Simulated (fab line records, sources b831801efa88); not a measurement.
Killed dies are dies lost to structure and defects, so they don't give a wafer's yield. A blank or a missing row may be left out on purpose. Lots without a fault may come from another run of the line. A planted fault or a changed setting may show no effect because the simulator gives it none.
fab line records | flow sky130
record lots=6 wafers=17 last_day=50
route steps=708 shown VIA4@648 METAL5@661
lots that met no fault: from a run of the same line without faults
start_h: hours from the record's first day to the start of the lot's first wafer shown | wait_h: hours since the lot's step before | " the same as in the row above | L1.1+2: a row that stands for several wafers | - no value, or no start given | * or withheld: withheld | < > ~ a bound
route shown NAME@n: a module of which the file shows steps, and the number in the route of the first | usual: mean/standard deviation of fault-free wafers | same: alike in all rows | chamber/n: place in a boat | sites: the reading at each site | _std_site: their standard deviation | _edge_site: outer sites' mean less inner sites' | radius_mm: how far each site lies from the wafer's centre | mask NAME#n: copy n | behind: the tool/chamber that last shaped the wafer | hold: why the lot was held/for how many hours/how that ended | device: the transistor (n, p or np) that didn't switch | end of line: the same wafers' tests at the end of the route | a step without rows: its recipe alone | killed: dies lost to structure and defects at the first sort, not the wafer's yield | map: a wafer's dies, x killed, . not, _ none there
set.NAME: the setting as run; set.NAME@STEP: as run at that earlier step | model.NAME: the simulator's own value behind a step, which no gauge read
lots at some steps of the route; a table a step, a row a wafer
services: from which hour (start_h, from the record's first day; less than 0 if before it) a tool's chamber was out of use, for how many hours, and why
## steps
# step SKY_VIA4_PEB_09
# recipe temp_c=withheld time_s=* resist=NOVOLAK
# step SKY_VIA4_DEVELOP_10
# recipe resist=NOVOLAK developer=TMAH develop_time_s=60 dev_temp_c=23
# step SKY_VIA4_OVL_MEAS_11
# usual VIA4_OVL=0.5/1.3
# columns lot.wafer tool chamber start_h wait_h VIA4_OVL[nm]
L897.2 overlay-01 - 1002.71 0.1 1.5
L897.3 " - " " 1.5
L897.4 " - " " 0.3
L905.3 overlay-02 - 1055.35 0.1 -0.3
L905.5 " - " " 1.6
L905.6 " - " " -0.2
L908.2 overlay-02 - 1076.23 0.1 1.7
L908.3 " - " " -1.3
L909.1 overlay-01 - 1086.53 0.1 1.8
L909.4 " - " " 1.5
L909.5 " - " " 3.4
L918.2 overlay-02 - 1123.63 0.1 0.4
L918.5 " - " " -0.5
L918.6 " - " " 0.9
L919.2 overlay-01 - 1132.10 0.1 3.2
L919.4 " - " " 2.4
L919.6 " - " " 2.2
# step SKY_VIA4_ETCH_12
# recipe target=SiO2 chemistry=C4F8/O2/Ar stop_on=TiN mask_material=NOVOLAK source_w=1500 bias_w=1200 pressure_mtorr=40 c4f8_flow_sccm=withheld O2_flow_sccm=6 Ar_flow_sccm=300 time_s=withheld target_depth_a=5800
# usual bias_w=1200/3.7 oes_product_au=0.925/0.0049 rf_fwd_power_W=1491/5.3
# columns lot.wafer tool chamber start_h wait_h bias_w oes_product_au rf_fwd_power_W
L897.2 rie_diel-03 2 1002.74 0.0 1198 0.929 1494
L897.3 " 1 " " 1200 0.923 1490
L897.4 " 3 " " 1200 0.914 1492
L905.3 rie_diel-03 0 1055.38 0.0 1196 0.924 1499
L905.5 " 0 " " 1198 0.926 1493
L905.6 " 3 " " 1195 0.921 1496
L908.2 rie_diel-02 3 1076.26 0.0 1201 0.923 1499
L908.3 " 0 " " 1195 0.931 1489
L909.1 rie_diel-02 0 1086.56 0.0 1196 0.920 1489
L909.4 " 3 " " 1195 0.924 1493
L909.5 " 3 " " 1198 0.933 1494
L918.2 rie_diel-02 3 1123.66 0.0 1200 0.930 1499
L918.5 " 1 " " 1205 0.932 1478
L918.6 " 3 " " 1205 0.923 1492
L919.2 rie_diel-04 2 1132.13 0.0 1196 0.923 1489
L919.4 " 0 " " 1199 0.928 1487
L919.6 " 3 " " 1198 0.928 1491
# step SKY_VIA4_STRIP_13
# recipe chemistry=O2/N2 power_w=1400 pressure_mtorr=1500 platen_temp_c=withheld o2_flow_sccm=3000 n2_flow_sccm=300 overash_fraction=0.5
# usual drypump_motor_current_A=5.6/0.49 oes_product_au=0.709/0.0042 strip_time_to_endpoint_s=12.81/0.035
# columns lot.wafer tool chamber start_h wait_h drypump_motor_current_A oes_product_au rf_hours_counter_h strip_time_to_endpoint_s
L897.2 plasma_asher-01 1 1002.82 - 5.7 0.709 26 12.79
L897.3 " 1 " " 5.7 0.716 - 12.81
L897.4 " 0 " " 5.9 0.709 - 12.76
L905.3 plasma_asher-01 0 1055.48 - 5.9 0.707 - 12.78
L905.5 " 0 " " 5.9 0.705 - 12.79
L905.6 " 1 " " 5.6 0.711 - 12.83
L908.2 plasma_asher-03 1 1076.34 - 5.0 0.714 99 12.82
L908.3 " 1 " " 5.0 0.710 - 12.81
L909.1 plasma_asher-01 1 1086.64 - 5.7 0.713 34 12.83
L909.4 " 1 " " 5.7 0.702 - 12.81
L909.5 " 0 " " 5.9 0.703 - 12.83
L918.2 plasma_asher-03 0 1123.74 - 6.1 0.708 104 12.79
L918.5 " 0 " " 6.1 0.713 - 12.84
L918.6 " 1 " " 5.0 0.709 - 12.81
L919.2 plasma_asher-01 0 1132.20 - 5.9 0.711 38 12.84
L919.4 " 1 " " 5.7 0.711 - 12.85
L919.6 " 1 " " 5.7 0.706 - 12.79
# step SKY_VIA4_STRIP_14
# recipe chemistry=post_etch_residue_remover time_s=1200 temp_c=72.5
# step SKY_VIA4_CLEAN_15
# recipe chemistry=IPA time_s=180 temp_c=25
# step SKY_VIA4_CLEAN_16
# recipe chemistry=O3/DIW dry=n2_spin
# step SKY_VIA4_SPUTTER_17
# recipe material=TiN target_thk_nm=20 chamber_pressure_pa=5 power_w=4000 time_s=80
# usual throttle_valve_pct=29.9/0.72
# columns lot.wafer tool chamber start_h wait_h throttle_valve_pct
L897.2 pvd_sputter-03 - 1003.41 0.0 28.5
L897.3 " - " " 30.3
L897.4 " - " " 30.1
L905.3 pvd_sputter-02 - 1056.08 0.0 31.0
L905.5 " - " " 30.3
L905.6 " - " " 29.4
L908.2 pvd_sputter-03 - 1076.97 0.0 30.2
L908.3 " - " " 28.4
L909.1 pvd_sputter-01 - 1087.23 0.0 29.3
L909.4 " - " " 29.7
L909.5 " - " " 29.3
L918.2 pvd_sputter-01 - 1124.36 0.0 29.3
L918.5 " - " " 29.9
L918.6 " - " " 29.4
L919.2 pvd_sputter-03 - 1132.79 0.0 28.7
L919.4 " - " " 30.3
L919.6 " - " " 30.0
# step SKY_VIA4_CVD_18
# recipe material=W target_thk_nm=505 time_s=152.14 temp_c=400 pressure_torr=40
# usual heater_power_w=927/120
# columns lot.wafer tool chamber start_h wait_h heater_power_w since_wet_clean_h
L897.2 cvd_w-01 0 1003.47 0.0 1145 85
L897.3 " 0 " " 1121 -
L897.4 " 1 " " 780 -
L905.3 cvd_w-02 1 1056.19 0.1 894 -
L905.5 " 1 " " 891 -
L905.6 " 0 " " 916 -
L908.2 cvd_w-01 1 1077.03 0.0 789 159
L908.3 " 1 " " 777 -
L909.1 cvd_w-02 0 1087.29 0.0 941 683
L909.4 " 1 " " 900 -
L909.5 " 1 " " 899 -
L918.2 cvd_w-02 0 1124.42 0.0 908 720
L918.5 " 0 " " 897 -
L918.6 " 1 " " 910 -
L919.2 cvd_w-02 0 1132.85 0.0 933 729
L919.4 " 1 " " 882 -
L919.6 " 1 " " 886 -
# step SKY_VIA4_RS_MEAS_19
# recipe thk_meas_gauge=four-point-probe reads=W_of_VIA4_CVD_18+TiN_of_VIA4_SPUTTER_17
# usual VIA4_W_RS=0.2278/0.0024
# columns lot.wafer tool chamber start_h wait_h VIA4_W_RS[ohm/sq]
L897.2 film_metro-01 - 1003.64 0.1 0.2239
L897.3 " - " " 0.2235
L897.4 " - " " 0.2283
L905.3 film_metro-01 - 1056.33 0.1 0.2296
L905.5 " - " " 0.2299
L905.6 " - " " 0.2254
L908.2 film_metro-02 - 1077.20 0.1 0.2250
L908.3 " - " " 0.2276
L909.1 film_metro-02 - 1087.44 0.1 0.2285
L909.4 " - " " 0.2289
L909.5 " - " " 0.2260
L918.2 film_metro-02 - 1124.59 0.1 0.2266
L918.5 " - " " 0.2290
L918.6 " - " " 0.2299
L919.2 film_metro-01 - 1133.02 0.1 0.2294
L919.4 " - " " 0.2316
L919.6 " - " " 0.2314
# step SKY_VIA4_THK_MEAS_20
# recipe thk_meas_gauge=xrf reads=W_of_VIA4_CVD_18
# usual VIA4_W_THK=507/8.6
# columns lot.wafer tool chamber start_h wait_h VIA4_W_THK[nm]
L897.2 film_metro-01 - 1003.75 0.1 515
L897.3 " - " " 520
L897.4 " - " " 510
L905.3 film_metro-01 - 1056.43 0.1 507
L905.5 " - " " 507
L905.6 " - " " 516
L908.2 film_metro-02 - 1077.31 0.1 518
L908.3 " - " " 512
L909.1 film_metro-02 - 1087.56 0.1 508
L909.4 " - " " 507
L909.5 " - " " 516
L918.2 film_metro-02 - 1124.70 0.1 518
L918.5 " - " " 511
L918.6 " - " " 506
L919.2 film_metro-01 - 1133.13 0.1 499
L919.4 " - " " 495
L919.6 " - " " 499
# step SKY_VIA4_CMP_21
# recipe stop_on=SiO2 t_overpolish_s=25 down_force_psi=3.5 platen_rpm=60 target_thk_nm=0 pad_velocity_m_s=0.94248
# usual head_pressure_psi=3.500/0.0069 motor_current_A=10.9/1 overpolish_run_s=24.999/0.0092 time_to_endpoint_s=120/4.7
# columns lot.wafer tool chamber start_h wait_h head_pressure_psi motor_current_A overpolish_run_s time_to_endpoint_s
L897.3 cmp-02 2 1003.86 0.1 3.495 11.2 24.998 120
L897.2 " 3 " " 3.496 10.1 24.994 118
L897.4 " 1 " " 3.492 12.8 25.004 115
L905.3 cmp-01 3 1056.52 0.1 3.509 10.2 24.977 121
L905.6 " 2 " " 3.503 9.8 24.993 121
L905.5 " 3 " " 3.503 10.3 24.981 121
L908.3 cmp-01 3 1077.36 0.0 3.491 10.5 0.040 189
L908.2 " 1 " " 3.504 10.4 25.000 120
L909.4 cmp-01 0 1087.66 0.1 3.502 12.1 25.000 117
L909.1 " 3 " " 3.494 10.5 24.998 119
L909.5 " 1 " " 3.514 9.7 0.045 191
L918.2 cmp-02 1 1124.75 0.0 3.494 13.3 25.001 127
L918.6 " 1 " " 3.498 13.0 25.002 124
L918.5 " 2 " " 3.501 10.7 24.995 125
L919.4 cmp-02 2 1133.23 0.1 3.508 11.0 25.006 126
L919.2 " 3 " " 3.504 10.2 24.982 123
L919.6 " 1 " " 3.492 12.3 25.003 122
# step SKY_METAL5_SPUTTER_00
# recipe material=Ti target_thk_nm=15 power_w=3000 time_s=10 chamber_pressure_pa=0.4
# usual throttle_valve_pct=30.0/1.2
# columns lot.wafer tool chamber start_h wait_h throttle_valve_pct
L897.2 pvd_sputter-01 - 1004.16 0.2 30.6
L897.3 " - " " 28.8
L897.4 " - " " 29.7
L905.3 pvd_sputter-02 - 1056.77 0.2 30.8
L905.5 " - " " 31.0
L905.6 " - " " 30.9
L908.2 pvd_sputter-04 - 1077.66 0.1 29.0
L909.1 pvd_sputter-04 - 1087.96 0.1 30.5
L909.4 " - " " 29.2
L918.2 pvd_sputter-04 - 1125.05 0.2 28.3
L918.5 " - " " 32.5
L918.6 " - " " 28.0
L919.2 pvd_sputter-01 - 1133.48 0.1 28.7
L919.4 " - " " 29.6
L919.6 " - " " 30.6
## services
# columns tool chamber start_h hours kind
cvd_w-02 0 980.27 5.6 repair
cvd_w-01 1 981.33 9.6 repair
cmp-02 - 987.43 0.3 repair
cmp-01 - 989.73 1.1 repair
pvd_sputter-01 - 998.78 2.7 repair
rie_diel-03 - 1004.63 0.2 repair
cvd_w-01 - 1016.25 6.9 pm
cmp-02 - 1018.07 1.2 repair
plasma_asher-01 - 1018.81 2.8 pm
cmp-02 - 1022.31 6.0 repair
pvd_sputter-02 - 1034.39 1.2 repair
cmp-01 - 1035.27 0.4 repair
pvd_sputter-03 - 1044.18 1.0 repair
cmp-01 - 1045.63 3.7 repair
rie_diel-03 2 1046.63 14.8 repair
pvd_sputter-01 - 1058.84 2.3 repair
pvd_sputter-03 - 1065.33 0.8 repair
pvd_sputter-02 - 1071.07 4.1 repair
cmp-02 - 1084.24 4.0 pm
cmp-01 - 1088.24 4.6 pm
rie_diel-02 2 1106.56 17.1 repair
cvd_w-02 0 1106.61 13.6 repair
pvd_sputter-03 - 1109.54 4.6 repair
cmp-02 - 1113.56 4.5 pm
## key
first_sign step=SKY_VIA4_CMP_21 reading=overpolish_run_s direction=down sigmas=99+ usual=24.999 struck=0.043
effect step=SKY_VIA4_CMP_21 reading=time_to_endpoint_s direction=up sigmas=15 usual=* struck=*
met_at SKY_VIA4_CMP_21
struck_wafers L908.3,L909.5
later_rows_left_out L908.3,L909.5
sort_left_out L908.3,L909.5
onset_between 1056.52 1077.36
fault kind=process_parameter_drift tool=cmp-01 chamber=- onset_h=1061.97 steps=SKY_VIA4_CMP_21 channel=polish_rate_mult offset=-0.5 shape=step end_h=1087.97 scope=struck_wafers_only
# sort_left_out: the simulated sort isn't trusted on such a fault, so these wafers' sort isn't shown, and their yield isn't known
# later_rows_left_out: the simulator's readings of these wafers behind a module that went badly wrong aren't trusted and aren't shown, but for the sort
